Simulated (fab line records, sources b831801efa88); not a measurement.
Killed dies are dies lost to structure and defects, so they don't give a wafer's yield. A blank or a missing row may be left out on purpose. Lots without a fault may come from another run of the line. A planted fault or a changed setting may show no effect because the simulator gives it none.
Tool commonality check | flow sky130 | 12 lots, 36 wafers sampled

WHY IT WAS OPENED
At SKY_CONTACT_THK_MEAS_03 the reading CONTACT_HDPCVD_THK is flagged on 3 of 12 lots. Wafers without a fault read 564 nm, standard deviation 4.6.
Rule: a lot is flagged when every wafer of it that has a number lies more than 4 standard deviations from that mean, or none has a number. The other lots count as sound.

lot  | measured     | on            | CONTACT_HDPCVD_THK (nm), wafer by wafer | flag
L977 | day 30 15:01 | film_metro-04 | 575 570 572                             |
L981 | day 32 14:21 | film_metro-01 | 565 565 572                             |
L982 | day 32 23:07 | film_metro-01 | 679 680 683                             | FLAGGED
L983 | day 33 10:58 | film_metro-03 | 567 562 552                             |
L984 | day 33 22:45 | film_metro-01 | 680 680 680                             | FLAGGED
L985 | day 34 03:05 | film_metro-01 | 677 669 676                             | FLAGGED
L992 | day 36 11:50 | film_metro-04 | 563 565 563                             |
L993 | day 36 15:35 | film_metro-04 | 563 572 567                             |
L994 | day 36 16:32 | film_metro-03 | 572 566 568                             |
L997 | day 38 04:23 | film_metro-03 | 559 562 558                             |
L998 | day 38 06:56 | film_metro-01 | 566 557 563                             |
L999 | day 38 10:41 | film_metro-03 | 564 562 559                             |
The numbers of the flagged lots are 678 nm on average: +114 nm against the usual, or +25 standard deviations.

WHICH TOOL RAN EACH LOT
The record holds 1 process step before the reading, out of a route of 708 steps. In each cell: the tool, then ch and the chambers that the sampled wafers went through, then the start.
lot  | flag    | SKY_CONTACT_HDPCVD_02
L977 |         | hdpcvd-01 ch 1,2, day 30 14:56
L981 |         | hdpcvd-01 ch 0,1,2, day 32 14:17
L982 | FLAGGED | hdpcvd-01 ch 0,1, day 32 23:03
L983 |         | hdpcvd-02 ch 0,1,2, day 33 10:53
L984 | FLAGGED | hdpcvd-01 ch 1,2, day 33 22:40
L985 | FLAGGED | hdpcvd-01 ch 1,2, day 34 03:01
L992 |         | hdpcvd-01 ch 0,1,2, day 36 11:46
L993 |         | hdpcvd-01 ch 1,2, day 36 15:31
L994 |         | hdpcvd-01 ch 0,2, day 36 16:28
L997 |         | hdpcvd-01 ch 1,2, day 38 04:19
L998 |         | hdpcvd-02 ch 1,2, day 38 06:52
L999 |         | hdpcvd-01 ch 0,1,2, day 38 10:37
What these steps do:
- SKY_CONTACT_HDPCVD_02: deposits SiO2, target thk 565 nm, time 94.2 s.
- SKY_CONTACT_THK_MEAS_03

FLAGGED OVER TOTAL, TOOL BY TOOL (the gauges that took the reading come last)
step                    | tool          | lots run | flagged | share of the flagged lots | sound lots run after its first flagged lot
SKY_CONTACT_HDPCVD_02   | hdpcvd-01     | 10       | 3       | all                       | 5 (L992,L993,L994,L997,L999)
SKY_CONTACT_HDPCVD_02   | hdpcvd-02     | 2        | 0       | none                      | -
SKY_CONTACT_THK_MEAS_03 | film_metro-01 | 5        | 3       | all                       | 1 (L998)
SKY_CONTACT_THK_MEAS_03 | film_metro-03 | 4        | 0       | none                      | -
SKY_CONTACT_THK_MEAS_03 | film_metro-04 | 3        | 0       | none                      | -

WHAT THE TABLE ALLOWS
2 rows of the table ran every flagged lot: hdpcvd-01 at SKY_CONTACT_HDPCVD_02, film_metro-01 at SKY_CONTACT_THK_MEAS_03.
- hdpcvd-01 at SKY_CONTACT_HDPCVD_02: 3 of its 10 lots flagged. Sound lots ran on it after the first flagged one (L992, L993, L994, L997, L999), which a lasting fault on the whole tool wouldn't allow. Its own readings lie more than 4 standard deviations out on every wafer of the flagged lots: sih4_flow_sccm.
- film_metro-01 at SKY_CONTACT_THK_MEAS_03: 3 of its 5 lots flagged. Sound lots ran on it after the first flagged one (L998), which a lasting fault on the whole tool wouldn't allow.
No row of the table ran every flagged lot and no sound lot after the first.

WHAT THE SIMULATOR HAD PUT IN
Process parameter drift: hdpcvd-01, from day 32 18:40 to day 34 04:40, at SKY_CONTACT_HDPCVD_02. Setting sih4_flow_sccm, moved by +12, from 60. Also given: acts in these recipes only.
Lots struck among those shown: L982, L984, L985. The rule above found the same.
